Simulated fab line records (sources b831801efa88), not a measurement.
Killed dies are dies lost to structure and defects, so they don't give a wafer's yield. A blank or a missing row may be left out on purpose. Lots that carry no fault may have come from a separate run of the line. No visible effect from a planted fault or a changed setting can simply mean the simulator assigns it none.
Matching of chambers + flow sky130 + SKY_VIA3_ETCH_14 on rie-diel-04: 4 sister chambers
The step etches BARC in N2/H2, stops on SiO2, time 45.9 s, target depth 60 nm. 14 wafers are shown with their chamber, then 7 later ones without.

## WAFERS WITH THEIR CHAMBER
| wafer  | chamber | drypump-motor-current-A (A) | oes-product-au (a.u.) | throttle-valve-pct (%) |
|--------|---------|-----------------------------|-----------------------|------------------------|
| L487.2 | 3       | 5.0                         | 0.854                 | 13.235                 |
| L487.4 | 0       | 4.9                         | 0.855                 | 13.233                 |
| L487.5 | 0       | 4.9                         | 0.859                 | 13.221                 |
| L488.2 | 3       | 5.0                         | 0.857                 | 13.221                 |
| L488.4 | 3       | 5.0                         | 0.852                 | 13.238                 |
| L488.6 | 2       | 5.7                         | 0.858                 | 13.227                 |
| L490.3 | 2       | 5.7                         | 0.861                 | 13.229                 |
| L490.4 | 0       | 4.9                         | 0.864                 | 13.229                 |
| L490.5 | 0       | 4.9                         | 0.857                 | 13.221                 |
| L495.2 | 3       | 5.0                         | 0.845                 | 13.210                 |
| L495.4 | 0       | 4.9                         | 0.856                 | 13.217                 |
| L495.5 | 3       | 5.0                         | 0.860                 | 13.231                 |
| L497.2 | 2       | 5.8                         | 0.854                 | 13.228                 |
| L497.3 | 1       | 5.6                         | 0.856                 | 13.225                 |

SIGNATURES (means of the wafers above)
| reading                 | chamber 0 | chamber 1 | chamber 2 | chamber 3 | scatter within a chamber |
|-------------------------|-----------|-----------|-----------|-----------|--------------------------|
| drypump-motor-current-A | 4.900     | 5.600     | 5.733     | 5.000     | 0.0258                   |
| oes-product-au          | 0.85820   | 0.85600   | 0.85767   | 0.85360   | 0.00452                  |
| throttle-valve-pct      | 13.22420  | 13.22500  | 13.22800  | 13.22700  | 0.00837                  |
Rule: a wafer lies at a distance from a chamber equal to the root of the sum of squares, over the readings, of (its reading less the chamber's mean, divided by the reading's scatter). The wafer belongs to the nearest chamber; if the next one is less than 2 further off, it can't be placed. The scatter: take each reading less its chamber's mean, square it, sum over the shown wafers, divide by the number of wafers less the number of chambers, and take the root.

## WAFERS WHOSE CHAMBER IS MISSING
| wafer  | drypump-motor-current-A (A) | oes-product-au (a.u.) | throttle-valve-pct (%) |
|--------|-----------------------------|-----------------------|------------------------|
| L497.6 | 5.0                         | 0.858                 | 13.223                 |
| L499.1 | 5.6                         | 0.855                 | 13.228                 |
| L499.2 | 4.9                         | 0.854                 | 13.227                 |
| L499.6 | 5.6                         | 0.857                 | 13.225                 |
| L505.3 | 5.0                         | 0.859                 | 13.225                 |
| L505.4 | 4.9                         | 0.864                 | 13.231                 |
| L505.6 | 5.6                         | 0.859                 | 13.231                 |

## WHICH CHAMBER EACH ONE RAN IN
| wafer  | from the rows above | in truth |
|--------|---------------------|----------|
| L497.6 | 3                   | 3        |
| L499.1 | 1                   | 1        |
| L499.2 | 0                   | 0        |
| L499.6 | 1                   | 1        |
| L505.3 | 3                   | 3        |
| L505.4 | 0                   | 0        |
| L505.6 | 1                   | 1        |
7 of 7 placed correctly. From these rows, 0 cannot be placed. Wrongly placed: 0.
